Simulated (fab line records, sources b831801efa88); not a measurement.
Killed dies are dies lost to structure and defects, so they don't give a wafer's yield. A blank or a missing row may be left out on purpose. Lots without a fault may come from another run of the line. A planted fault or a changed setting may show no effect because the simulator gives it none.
Chamber matching | flow gf180mcu | GF_POLY_GATE_ETCH_13 on rie_si-01: 4 sister chambers
The step etches poly-Si in HBr/Cl2, stops on SiO2, target depth 198.5 nm, time 69.6 s. 4 wafers are shown with their chamber, then 7 later ones without.

WAFERS WITH THEIR CHAMBER
wafer  | chamber | drypump_motor_current_A (A)
L372.1 | 3       | 5.9
L372.4 | 2       | 5.6
L380.1 | 1       | 5.4
L380.3 | 0       | 6.2

WAFERS WITHOUT THEIR CHAMBER
wafer  | drypump_motor_current_A (A)
L380.6 | 5.6
L381.1 | 5.6
L381.2 | 6.2
L381.3 | 5.9
L382.3 | 6.2
L382.5 | 5.6
L382.6 | 6.0

WHICH CHAMBER EACH WENT THROUGH
wafer  | from the rows above | in truth
L380.6 | 2                   | 2
L381.1 | 2                   | 2
L381.2 | 0                   | 0
L381.3 | 3                   | 3
L382.3 | 0                   | 0
L382.5 | 2                   | 2
L382.6 | 3                   | 3
Placed correctly: 7 of 7. Can't be placed from these rows: 0. Placed wrongly: 0.
How it was worked out, from the rows above alone: a wafer's distance from a chamber is the root of the sum, over the readings, of the square of ((its reading less the chamber's mean) divided by the reading's scatter). The wafer belongs to the nearest chamber; if the next one is less than 2 further off, it can't be placed. A chamber's mean is the mean of its shown wafers. The scatter: with one shown wafer a chamber, the root of the mean of the squares of how far each hidden wafer lies from its nearest shown one.
